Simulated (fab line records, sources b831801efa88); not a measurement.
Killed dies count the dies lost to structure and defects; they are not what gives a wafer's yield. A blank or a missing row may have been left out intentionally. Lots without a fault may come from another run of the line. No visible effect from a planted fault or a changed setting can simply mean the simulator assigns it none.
A sampling plan put to the test :: flow sky130 :: 20 faults told of in these records, all on one fab line, each judged by the records of the lots it struck
The plan consists of the line's own looks: route steps at which the wafer is read by a gauge or an inspection but not changed. Where struck wafers have a number at a look and the file lists that look's usual mean and standard deviation on fault-free wafers, the look can be judged. Caught: the struck wafers' mean, at a look after the fault's first step, is 4 or more of those standard deviations (sigma) away from the usual mean. On the tool: the fault's steps, tested the same way using the tool's own readings. A different recipe on the struck wafers counts as caught too, as does a record blank only for those wafers.

THE FAULTS, as the simulator had put them in
1. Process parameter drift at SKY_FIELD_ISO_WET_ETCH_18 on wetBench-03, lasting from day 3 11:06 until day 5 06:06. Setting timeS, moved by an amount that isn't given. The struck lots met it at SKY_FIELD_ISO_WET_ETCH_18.
2. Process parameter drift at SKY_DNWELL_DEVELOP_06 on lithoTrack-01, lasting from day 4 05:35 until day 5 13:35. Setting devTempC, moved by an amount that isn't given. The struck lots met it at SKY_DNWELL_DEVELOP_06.
3. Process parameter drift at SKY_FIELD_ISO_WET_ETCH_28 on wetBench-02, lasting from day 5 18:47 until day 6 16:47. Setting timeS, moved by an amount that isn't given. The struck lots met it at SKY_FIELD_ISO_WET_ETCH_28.
4. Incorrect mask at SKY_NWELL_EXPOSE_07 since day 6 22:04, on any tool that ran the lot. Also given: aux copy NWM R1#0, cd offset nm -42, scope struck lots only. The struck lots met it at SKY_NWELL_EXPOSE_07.
5. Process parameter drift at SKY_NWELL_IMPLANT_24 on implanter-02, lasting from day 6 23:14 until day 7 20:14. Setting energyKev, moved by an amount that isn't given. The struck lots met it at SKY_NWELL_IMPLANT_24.
6. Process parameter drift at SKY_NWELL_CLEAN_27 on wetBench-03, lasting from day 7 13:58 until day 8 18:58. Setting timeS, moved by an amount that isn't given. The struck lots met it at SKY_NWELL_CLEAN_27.
7. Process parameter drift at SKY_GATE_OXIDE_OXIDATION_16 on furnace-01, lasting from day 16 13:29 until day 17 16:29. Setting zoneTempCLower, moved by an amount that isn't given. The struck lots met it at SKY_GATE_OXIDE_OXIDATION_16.
8. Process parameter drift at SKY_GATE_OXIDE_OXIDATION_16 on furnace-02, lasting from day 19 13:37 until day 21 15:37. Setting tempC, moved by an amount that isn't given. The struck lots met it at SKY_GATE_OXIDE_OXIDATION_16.
9. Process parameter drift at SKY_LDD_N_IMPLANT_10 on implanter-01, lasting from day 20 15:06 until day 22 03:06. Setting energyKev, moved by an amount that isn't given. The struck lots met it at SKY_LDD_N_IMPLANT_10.
10. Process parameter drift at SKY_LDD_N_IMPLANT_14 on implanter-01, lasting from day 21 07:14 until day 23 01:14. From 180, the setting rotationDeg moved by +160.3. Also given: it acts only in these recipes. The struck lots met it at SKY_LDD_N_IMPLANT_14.
11. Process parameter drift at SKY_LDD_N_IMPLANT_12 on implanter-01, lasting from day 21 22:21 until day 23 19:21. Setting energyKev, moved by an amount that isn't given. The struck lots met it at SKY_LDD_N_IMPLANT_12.
12. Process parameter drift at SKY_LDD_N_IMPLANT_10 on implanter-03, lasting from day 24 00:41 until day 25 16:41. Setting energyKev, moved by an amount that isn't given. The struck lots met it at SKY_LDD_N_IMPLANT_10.
13. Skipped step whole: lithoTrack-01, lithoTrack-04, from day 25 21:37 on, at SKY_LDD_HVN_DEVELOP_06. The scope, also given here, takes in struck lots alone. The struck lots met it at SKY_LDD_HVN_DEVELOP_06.
14. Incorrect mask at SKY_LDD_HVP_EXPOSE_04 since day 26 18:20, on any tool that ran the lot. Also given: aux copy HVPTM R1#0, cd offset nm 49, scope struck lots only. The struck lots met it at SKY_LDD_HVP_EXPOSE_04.
15. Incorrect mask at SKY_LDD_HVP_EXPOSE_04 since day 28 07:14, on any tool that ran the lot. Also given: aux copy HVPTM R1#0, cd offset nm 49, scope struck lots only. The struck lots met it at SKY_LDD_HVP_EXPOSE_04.
16. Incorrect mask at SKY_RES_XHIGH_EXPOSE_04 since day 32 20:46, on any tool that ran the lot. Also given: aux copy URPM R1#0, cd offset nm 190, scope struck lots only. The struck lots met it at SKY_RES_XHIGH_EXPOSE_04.
17. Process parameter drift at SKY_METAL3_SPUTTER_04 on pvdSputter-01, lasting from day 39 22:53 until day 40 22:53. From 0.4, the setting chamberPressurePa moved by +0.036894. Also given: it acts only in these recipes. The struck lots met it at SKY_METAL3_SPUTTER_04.
18. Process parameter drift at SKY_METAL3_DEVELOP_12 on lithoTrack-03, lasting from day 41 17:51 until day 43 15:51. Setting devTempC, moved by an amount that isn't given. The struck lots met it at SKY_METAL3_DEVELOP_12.
19. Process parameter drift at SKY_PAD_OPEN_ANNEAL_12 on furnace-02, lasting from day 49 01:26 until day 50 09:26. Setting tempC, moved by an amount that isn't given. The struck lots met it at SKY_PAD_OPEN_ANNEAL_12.
20. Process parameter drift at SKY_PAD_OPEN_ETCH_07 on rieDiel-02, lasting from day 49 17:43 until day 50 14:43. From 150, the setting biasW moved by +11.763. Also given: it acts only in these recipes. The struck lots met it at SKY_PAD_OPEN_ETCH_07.

WHAT THE PLAN SAW
fault: 1
on the tool itself: runLengthS +35 sigma
first look that catches it: not the one look that can be judged after it
reading, sigma: -
median hours from its first step to that look: -
hours from the fault's start to the first struck lot there: -
judged looks passed uncaught: 1

fault: 2
on the tool itself: developerTempC +10 sigma
first look that catches it: not the one look that can be judged after it
reading, sigma: -
median hours from its first step to that look: -
hours from the fault's start to the first struck lot there: -
judged looks passed uncaught: 1

fault: 3
on the tool itself: runLengthS -10 sigma
first look that catches it: no look after it can be judged
reading, sigma: -
median hours from its first step to that look: -
hours from the fault's start to the first struck lot there: -
judged looks passed uncaught: 0

fault: 4
on the tool itself: no reading that can be judged
first look that catches it: not the one look that can be judged after it
reading, sigma: -
median hours from its first step to that look: -
hours from the fault's start to the first struck lot there: -
judged looks passed uncaught: 1

fault: 5
on the tool itself: beamEnergyKeV +99 or beyond sigma
first look that catches it: not the one look that can be judged after it
reading, sigma: -
median hours from its first step to that look: -
hours from the fault's start to the first struck lot there: -
judged looks passed uncaught: 1

fault: 6
on the tool itself: runLengthS -25 sigma
first look that catches it: none of the 2 looks that can be judged after it
reading, sigma: -
median hours from its first step to that look: -
hours from the fault's start to the first struck lot there: -
judged looks passed uncaught: 2

fault: 7
on the tool itself: zonePowerCentrePct -42 sigma
first look that catches it: not the one look that can be judged after it
reading, sigma: -
median hours from its first step to that look: -
hours from the fault's start to the first struck lot there: -
judged looks passed uncaught: 1

fault: 8
on the tool itself: tubeCenterTempC -99 or beyond sigma
first look that catches it: no look after it can be judged
reading, sigma: -
median hours from its first step to that look: -
hours from the fault's start to the first struck lot there: -
judged looks passed uncaught: 0

fault: 9
on the tool itself: beamEnergyKeV -99 or beyond sigma
first look that catches it: no look after it can be judged
reading, sigma: -
median hours from its first step to that look: -
hours from the fault's start to the first struck lot there: -
judged looks passed uncaught: 0

fault: 10
on the tool itself: rotationDeg +99 or beyond sigma
first look that catches it: not the one look that can be judged after it
reading, sigma: -
median hours from its first step to that look: -
hours from the fault's start to the first struck lot there: -
judged looks passed uncaught: 1

fault: 11
on the tool itself: beamEnergyKeV -99 or beyond sigma
first look that catches it: no look after it can be judged
reading, sigma: -
median hours from its first step to that look: -
hours from the fault's start to the first struck lot there: -
judged looks passed uncaught: 0

fault: 12
on the tool itself: beamEnergyKeV -99 or beyond sigma
first look that catches it: not the one look that can be judged after it
reading, sigma: -
median hours from its first step to that look: -
hours from the fault's start to the first struck lot there: -
judged looks passed uncaught: 1

fault: 13
on the tool itself: the tool's record is blank for the struck wafers
first look that catches it: not the one look that can be judged after it
reading, sigma: -
median hours from its first step to that look: -
hours from the fault's start to the first struck lot there: -
judged looks passed uncaught: 1

fault: 14
on the tool itself: no reading that can be judged
first look that catches it: no look after it can be judged
reading, sigma: -
median hours from its first step to that look: -
hours from the fault's start to the first struck lot there: -
judged looks passed uncaught: 0

fault: 15
on the tool itself: under 2 sigma
first look that catches it: no look after it can be judged
reading, sigma: -
median hours from its first step to that look: -
hours from the fault's start to the first struck lot there: -
judged looks passed uncaught: 0

fault: 16
on the tool itself: under 2 sigma
first look that catches it: not the one look that can be judged after it
reading, sigma: -
median hours from its first step to that look: -
hours from the fault's start to the first struck lot there: -
judged looks passed uncaught: 1

fault: 17
on the tool itself: chamberPressurePa +46 sigma
first look that catches it: no look after it can be judged
reading, sigma: -
median hours from its first step to that look: -
hours from the fault's start to the first struck lot there: -
judged looks passed uncaught: 0

fault: 18
on the tool itself: developerTempC +6.6 sigma
first look that catches it: no look after it can be judged
reading, sigma: -
median hours from its first step to that look: -
hours from the fault's start to the first struck lot there: -
judged looks passed uncaught: 0

fault: 19
on the tool itself: spikeTcCentreC -27 sigma
first look that catches it: no look after it can be judged
reading, sigma: -
median hours from its first step to that look: -
hours from the fault's start to the first struck lot there: -
judged looks passed uncaught: 0

fault: 20
on the tool itself: biasW +27 sigma
first look that catches it: no look after it can be judged
reading, sigma: -
median hours from its first step to that look: -
hours from the fault's start to the first struck lot there: -
judged looks passed uncaught: 0
A dash: the fault is not caught, or the number is missing from these records.

Caught at a look: 0 of 20. Caught on the tool: 16 of 20. By one or the other: 16 of 20.
Caught on the tool alone: faults 1, 2, 3, 5, 6, 7, 8, 9, 10, 11, 12, 13, 17, 18, 19, 20.
Caught by neither: faults 4, 14, 15, 16.
